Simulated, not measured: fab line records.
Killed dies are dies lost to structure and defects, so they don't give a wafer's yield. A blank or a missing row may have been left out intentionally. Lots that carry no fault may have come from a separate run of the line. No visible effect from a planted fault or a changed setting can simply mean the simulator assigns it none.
Split-lot trial -- flow sfqLine -- 23 wafers read from 5 lots, route of 325 steps

## THE SPLIT ITSELF
At SFQ_TRILAYER_M5_LITHO_COAT_128 (resist thk 62 nm), the setting spinRpm was moved away from the recipe's 3000 rpm on 4 of the 23 wafers read, by -4.4% to +7.2%. All remaining wafers had this setting at the recipe value.

The reading is taken at the split's own step.

## THE READING
BARC_of_TRILAYER_M5_LITHO_COAT_128.thkNm (the simulator's own value, which no gauge read), in nm, at SFQ_TRILAYER_M5_LITHO_COAT_128 (resist thk 62 nm). No usual value for it is given in the file. Here, 19 wafers ran the recipe; their average is 61.95 nm with a standard deviation of 0.09 nm.

wafer,"tool, chamber at the split","spinRpm as run, rpm",against the recipe,"BARC_of_TRILAYER_M5_LITHO_COAT_128.thkNm, nm",against lot-mates on the recipe
L074.2,"lithoTrack-01, 0",3000,recipe,61.95,-
L074.3,"lithoTrack-01, 0",3217,+7.2%,59.71,-2.25
L074.4,"lithoTrack-01, 0",3217,+7.2%,59.82,-2.14
L074.5,"lithoTrack-01, 0",3000,recipe,62.02,-
L074.6,"lithoTrack-01, 0",3000,recipe,61.92,-
L076.1,"lithoTrack-01, 0",3000,recipe,61.84,-
L076.2,"lithoTrack-01, 0",3000,recipe,61.85,-
L076.3,"lithoTrack-01, 0",3000,recipe,61.86,-
L076.5,"lithoTrack-01, 0",3000,recipe,61.86,-
L076.6,"lithoTrack-01, 0",3000,recipe,61.93,-
L077.4,"lithoTrack-01, 0",3000,recipe,62.08,-
L077.5,"lithoTrack-01, 0",3000,recipe,62,-
L077.6,"lithoTrack-01, 0",3000,recipe,62.03,-
L078.1,"lithoTrack-01, 0",3000,recipe,61.98,-
L078.2,"lithoTrack-01, 0",3000,recipe,61.78,-
L078.3,"lithoTrack-01, 0",3000,recipe,61.83,-
L078.5,"lithoTrack-01, 0",3000,recipe,61.94,-
L078.6,"lithoTrack-01, 0",3000,recipe,61.94,-
L079.1,"lithoTrack-01, 0",3000,recipe,61.99,-
L079.2,"lithoTrack-01, 0",2867,-4.4%,63.31,+1.25
L079.3,"lithoTrack-01, 0",2867,-4.4%,63.53,+1.47
L079.4,"lithoTrack-01, 0",3000,recipe,62.08,-
L079.5,"lithoTrack-01, 0",3000,recipe,62.1,-

FIT RESULTS
A straight line over all 23 wafers: BARC_of_TRILAYER_M5_LITHO_COAT_128.thkNm changes by -0.311 nm for each +1% of spinRpm; r = -0.99; the points scatter about the line by 0.1 nm.
The same after taking each lot's own level away (the mean of its wafers on the recipe; 23 wafers): -0.305 nm for each +1%; r = -1.00; scatter 0.062 nm.
That fit puts the effect of the largest move of spinRpm on the reading at 2.2 nm.
From 61.868 to 62.057 nm: that is the span of the lots' own levels, equal to 2.1 times the standard deviation above.
So the lot-to-lot level changes the slope little: the two slopes agree.
Check: with one of the wafers moved furthest among these (+7.2%) left out of the fit, the line predicts -2.17 nm for it against its lot-mates. Against them it came out at -2.25 nm.

## THE OTHER SPLITS THESE WAFERS WENT THROUGH
Other splits were also applied to these wafers ahead of the reading. Each is held against what the fit with the lots' levels taken away leaves over:
other split on the same wafers,wafers away from the commonest value,r with BARC_of_TRILAYER_M5_LITHO_COAT_128.thkNm (lot level and that fit taken away)
SFQ_TRILAYER_M4_LITHO_COAT_098 spinRpm,4,+0.18
SFQ_TRILAYER_M4_LITHO_COAT_093 spinRpm,2,-0.42
SFQ_TRILAYER_I4_VIA_LITHO_COAT_103 spinRpm,7,+0.11
SFQ_TRILAYER_I4_VIA_BARC_OPEN_VIA_ETCH_146 timeS,9,+0.10
SFQ_TRILAYER_JJ_TRILAYER_DEP_SPUTTER_110 timeS,5,+0.36
SFQ_TRILAYER_JJ_CE_LITHO_EXPOSE_115 doseMj,11,+0.15
SFQ_TRILAYER_JJ_CE_LITHO_PEB_117 pebTimeS,9,-0.19

## THE FILE'S OWN FIT
BARC_of_TRILAYER_M5_LITHO_COAT_128.thkNm changes by -0.305 nm for each +1% of spinRpm, r = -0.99.
